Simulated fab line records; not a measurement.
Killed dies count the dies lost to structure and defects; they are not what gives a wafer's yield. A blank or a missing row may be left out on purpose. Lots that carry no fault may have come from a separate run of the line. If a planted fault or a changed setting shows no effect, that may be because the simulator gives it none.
Chamber matching / flow gf180mcu / GF_STI_ETCH_13 on rie-diel-01: 4 sister chambers
The step etches the open film in CHF3/O2, stops on Si, target depth 282.31 nm, time 112.9 s. 8 wafers are shown with their chamber, then 8 later ones without.

WAFERS, EACH WITH ITS CHAMBER
wafer=L074.2; chamber=2; drypump-motor-current-A (A)=5.1; throttle-valve-pct (%)=8.816
wafer=L077.3; chamber=1; drypump-motor-current-A (A)=5.5; throttle-valve-pct (%)=8.814
wafer=L078.4; chamber=3; drypump-motor-current-A (A)=6.0; throttle-valve-pct (%)=8.806
wafer=L079.1; chamber=1; drypump-motor-current-A (A)=5.4; throttle-valve-pct (%)=8.813
wafer=L079.6; chamber=3; drypump-motor-current-A (A)=6.0; throttle-valve-pct (%)=8.800
wafer=L082.3; chamber=2; drypump-motor-current-A (A)=5.1; throttle-valve-pct (%)=8.818
wafer=L082.5; chamber=0; drypump-motor-current-A (A)=5.8; throttle-valve-pct (%)=8.812
wafer=L087.1; chamber=0; drypump-motor-current-A (A)=5.8; throttle-valve-pct (%)=8.817

WAFERS WITHOUT THEIR CHAMBER
wafer=L087.2; drypump-motor-current-A (A)=6.0; throttle-valve-pct (%)=8.794
wafer=L087.4; drypump-motor-current-A (A)=5.2; throttle-valve-pct (%)=8.807
wafer=L094.1; drypump-motor-current-A (A)=6.0; throttle-valve-pct (%)=8.795
wafer=L094.2; drypump-motor-current-A (A)=5.5; throttle-valve-pct (%)=8.817
wafer=L094.3; drypump-motor-current-A (A)=5.1; throttle-valve-pct (%)=8.805
wafer=L096.2; drypump-motor-current-A (A)=5.1; throttle-valve-pct (%)=8.810
wafer=L096.3; drypump-motor-current-A (A)=5.5; throttle-valve-pct (%)=8.814
wafer=L096.4; drypump-motor-current-A (A)=5.5; throttle-valve-pct (%)=8.792

THE CHAMBER EACH PASSED THROUGH
wafer=L087.2; from the rows above=3; in truth=3
wafer=L087.4; from the rows above=2; in truth=2
wafer=L094.1; from the rows above=3; in truth=3
wafer=L094.2; from the rows above=1; in truth=1
wafer=L094.3; from the rows above=2; in truth=2
wafer=L096.2; from the rows above=2; in truth=2
wafer=L096.3; from the rows above=1; in truth=1
wafer=L096.4; from the rows above=1; in truth=1
Placed correctly: 8 of 8. Number that these rows cannot place: 0. Placed wrongly: 0.
How it was worked out, from the rows above alone: a wafer's distance from a chamber is the root of the sum, over the readings, of the square of ((its reading less the chamber's mean) divided by the reading's scatter). The wafer belongs to the nearest chamber; if the next one is less than 2 further off, it can't be placed. Each chamber's mean is taken over the wafers shown for it. The scatter is the square root of a quotient: the sum, over the shown wafers, of each reading's squared deviation from its chamber's mean, divided by wafers minus chambers.
